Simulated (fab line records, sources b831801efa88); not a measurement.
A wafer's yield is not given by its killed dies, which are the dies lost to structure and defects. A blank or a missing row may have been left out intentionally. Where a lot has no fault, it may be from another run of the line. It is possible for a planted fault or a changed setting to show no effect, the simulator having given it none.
The tool behind it: which one? -- flow sky130 -- Sampling: 12 lots, 36 wafers, 5 of 708 route steps

WHAT THE GAUGES SHOWED, per wafer
SKY_POLY_GATE_CD_MEAS_13: target cd 150 nm. Usual: 150.2 nm for cd-nm, sd 1.1.
lot,measured,on,cd-nm (nm),flag
L906,day 16 08:00,cd-sem-01,151.0 151.1 150.0,
L908,day 17 05:35,cd-sem-01,146.5 148.0 149.4,
L910,day 18 02:37,cd-sem-01,149.5 150.5 149.4,
L911,day 18 09:55,cd-sem-01,149.6 150.1 151.0,
L915,day 19 20:29,cd-sem-01,149.2 149.3 149.4,
L916,day 20 17:16,cd-sem-02,149.7 151.2 150.5,
L923,day 23 02:32,cd-sem-01,150.6 150.0 150.0,
L922,day 23 02:50,cd-sem-02,150.3 151.1 149.3,
L920,day 23 03:16,cd-sem-01,150.2 149.9 149.5,
L925,day 23 13:05,cd-sem-01,149.5 150.0 149.8,
L926,day 23 17:37,cd-sem-01,151.3 151.5 150.0,
L927,day 24 02:23,cd-sem-02,150.8 151.4 150.8,

SKY_POLY_GATE_OVL_MEAS_14. Usual: for POLY_GATE_OVL the level is 0 nm and the standard deviation is 5.5.
lot,measured,on,POLY_GATE_OVL (nm),flag
L906,day 16 08:06,overlay-01,-4 -3 -6,
L908,day 17 05:43,overlay-01,4 4 10,
L910,day 18 02:43,overlay-02,-7 -10 -16,
L911,day 18 10:02,overlay-01,-8 -2 -8,
L915,day 19 20:37,overlay-01,5 7 -3,
L916,day 20 17:23,overlay-02,4 1 -1,
L923,day 23 02:39,overlay-02,-3 -10 -9,
L922,day 23 02:55,overlay-01,1 2 4,
L920,day 23 03:23,overlay-01,6 -4 6,
L925,day 23 13:13,overlay-01,5 5 5,
L926,day 23 17:43,overlay-01,0 3 5,
L927,day 24 02:28,overlay-01,4 -2 1,

SKY_SPACER_THK_MEAS_01. Usual: for SPACER_CVD_00_THK the level is 42.8 nm and the standard deviation is 0.47.
lot,measured,on,SPACER_CVD_00_THK (nm),flag
L906,day 23 01:26,film-metro-04,42.8 42.7 42.8,
L908,day 23 20:11,film-metro-03,42.6 42.7 43.2,
L910,day 24 15:26,film-metro-04,42.4 42.6 42.3,
L911,day 24 22:17,film-metro-03,42.6 42.8 42.8,
L915,day 26 08:02,film-metro-04,43.7 43.5 43.4,
L916,day 27 03:40,film-metro-04,42.7 42.7 42.2,
L923,day 29 08:19,film-metro-04,42.4 42.7 42.6,
L922,day 29 09:32,film-metro-03,43.0 43.0 43.3,
L920,day 29 11:24,film-metro-03,42.7 43.0 43.4,
L925,day 29 19:56,film-metro-02,75.1 75.1 75.0 75.1 75.0 75.1,OFF
L926,day 30 00:29,film-metro-02,74.7 74.9 74.6 74.7 74.9 74.7,OFF
L927,day 30 07:03,film-metro-02,75.6 75.3 75.3 75.6 75.3 75.2,OFF

WHAT TOOL EACH LOT RAN ON (gives the tool, then ch and the chambers of the sampled wafers, and finally the start)
lot,SKY_LDD_P_STRIP_10,SKY_SPACER_CVD_00
L906,"plasma-asher-04 ch 0,1, day 19 03:26","lpcvd-02 ch 1, day 23 00:13"
L908,"plasma-asher-04 ch 0,1, day 19 22:36","lpcvd-02 ch 0, day 23 18:58"
L910,"plasma-asher-03 ch 0,1, day 20 18:14","lpcvd-02 ch 0, day 24 14:13"
L911,"plasma-asher-01 ch 0, day 21 02:36","lpcvd-02 ch 0, day 24 21:05"
L915,"plasma-asher-04 ch 0,1, day 22 13:13","lpcvd-02 ch 0, day 26 06:50"
L916,"plasma-asher-03 ch 0,1, day 23 09:12","lpcvd-02 ch 1, day 27 02:28"
L923,"plasma-asher-03 ch 0,1, day 25 16:30","lpcvd-02 ch 0, day 29 07:06"
L922,"plasma-asher-03 ch 0,1, day 25 17:41","lpcvd-02 ch 0, day 29 08:18"
L920,"plasma-asher-01 ch 0,1, day 25 18:00","lpcvd-02 ch 1, day 29 09:35"
L925,"plasma-asher-04 ch 0,1, day 26 03:59","lpcvd-02 ch 1, day 29 18:43"
L926,"plasma-asher-04 ch 0,1, day 26 08:52","lpcvd-02 ch 0, day 29 23:16"
L927,"plasma-asher-04 ch 0,1, day 26 16:26","lpcvd-02 ch 0, day 30 05:49"
- SKY_LDD_P_STRIP_10: strips in O2/N2.
- SKY_SPACER_CVD_00: deposits Si3N4 from DCS/NH3, target thk 43.1 nm, time 740 s.

WHAT THE TOOLS THEMSELVES READ (means of the sampled wafers that have a number; where no wafer has one, the mark that the record gives instead)
SKY_LDD_P_STRIP_10. Usual: drypump-motor-current-A 6.0 A, standard deviation 0.34; oes-product-au 0.716 a.u., standard deviation 0.0041; strip-time-to-endpoint-s 14.17 s, standard deviation 0.049.
lot,tool,drypump-motor-current-A (A),oes-product-au (a.u.),strip-time-to-endpoint-s (s),flag
L906,plasma-asher-04,5.8,0.719,14.20,
L908,plasma-asher-04,5.8,0.713,14.25,
L910,plasma-asher-03,6.2,0.715,14.20,
L911,plasma-asher-01,5.4,0.714,14.21,
L915,plasma-asher-04,5.7,0.716,14.12,
L916,plasma-asher-03,6.0,0.712,14.19,
L923,plasma-asher-03,6.2,0.713,14.15,
L922,plasma-asher-03,6.2,0.715,14.13,
L920,plasma-asher-01,5.7,0.714,14.16,
L925,plasma-asher-04,6.0,0.713,14.20,
L926,plasma-asher-04,6.0,0.715,14.08,
L927,plasma-asher-04,5.7,0.716,14.16,

SKY_SPACER_CVD_00. Usual: spike-tc-bottom-C 791.2 C, standard deviation 1; spike-tc-centre-C 772.3 C, standard deviation 1.2; spike-tc-lower-C 770.9 C, standard deviation 2.1; spike-tc-top-C 783.0 C, standard deviation 2; spike-tc-upper-C 770.4 C, standard deviation 1; susceptor-temp-C 770.0 C, standard deviation 0.33; zone-power-bottom-pct 20.51 %, standard deviation 0.21; zone-power-centre-pct 12.95 %, standard deviation 0.22; zone-power-lower-pct 13.46 %, standard deviation 0.15; zone-power-top-pct 24.4 %, standard deviation 0.58.
lot,tool,spike-tc-bottom-C (C),spike-tc-centre-C (C),spike-tc-lower-C (C),spike-tc-top-C (C),spike-tc-upper-C (C),susceptor-temp-C (C),zone-power-bottom-pct (%),zone-power-centre-pct (%),zone-power-lower-pct (%),zone-power-top-pct (%),flag
L906,lpcvd-02,791.1,771.0,768.0,781.0,771.0,769.9,20.41,13.13,13.46,23.6,
L908,lpcvd-02,791.5,771.5,772.8,784.7,769.8,769.8,20.41,12.71,13.51,24.6,
L910,lpcvd-02,790.1,772.1,772.3,784.6,770.0,770.1,20.35,12.85,13.32,24.8,
L911,lpcvd-02,789.9,774.2,771.6,783.9,771.5,770.1,20.55,12.82,13.47,24.9,
L915,lpcvd-02,791.0,772.2,771.7,784.4,770.5,769.6,20.51,12.82,13.39,24.6,
L916,lpcvd-02,792.2,771.1,767.6,781.3,769.8,770.0,20.67,13.27,13.51,23.6,
L923,lpcvd-02,790.4,772.5,772.9,784.9,770.5,770.0,20.23,12.89,13.28,25.0,
L922,lpcvd-02,791.5,772.8,772.4,784.2,771.1,770.3,20.41,12.99,13.47,24.6,
L920,lpcvd-02,791.1,773.0,768.6,779.9,769.7,770.1,20.58,13.13,13.50,23.6,
L925,lpcvd-02,830.1,809.7,807.9,817.8,808.9,808.6,22.62,14.56,14.82,25.2,OFF
L926,lpcvd-02,829.2,811.0,811.5,822.1,808.0,808.7,22.73,13.99,14.60,26.6,OFF
L927,lpcvd-02,829.8,811.2,810.7,821.5,808.6,808.3,22.85,13.93,14.65,26.5,OFF

THE ANSWER, worked out from the rows above alone
Rule: take the mean of a lot's wafers that have a number; if it is more than 3 standard deviations from the usual mean, the lot is off. Also off: a lot with no number at a reading for which 4 or more lots have one. Where the step has rows for the other lots, those lots are counted as sound. After the gauges, taken in route order, come the tools' own readings; for these a lot's mean is taken, as printed above. The first step at which some lot is off is used, and at that step the reading that is off furthest; a lot without a number counts as furthest.
Off: at SKY_SPACER_THK_MEAS_01 (SPACER_CVD_00_THK), L925, L926, L927.
If a tool, at a process step before that reading, ran all the lots that are off and no sound lot after the first of them, it fits. Not tried: the gauges at SKY_SPACER_THK_MEAS_01; whatever is off there is also off at SKY_SPACER_CVD_00, on other tools, and gauge error can't account for it. This does not decide it: 2 tools fit, namely plasma-asher-04 at SKY_LDD_P_STRIP_10 and lpcvd-02 at SKY_SPACER_CVD_00.

WHAT THE SIMULATOR HAD INSERTED
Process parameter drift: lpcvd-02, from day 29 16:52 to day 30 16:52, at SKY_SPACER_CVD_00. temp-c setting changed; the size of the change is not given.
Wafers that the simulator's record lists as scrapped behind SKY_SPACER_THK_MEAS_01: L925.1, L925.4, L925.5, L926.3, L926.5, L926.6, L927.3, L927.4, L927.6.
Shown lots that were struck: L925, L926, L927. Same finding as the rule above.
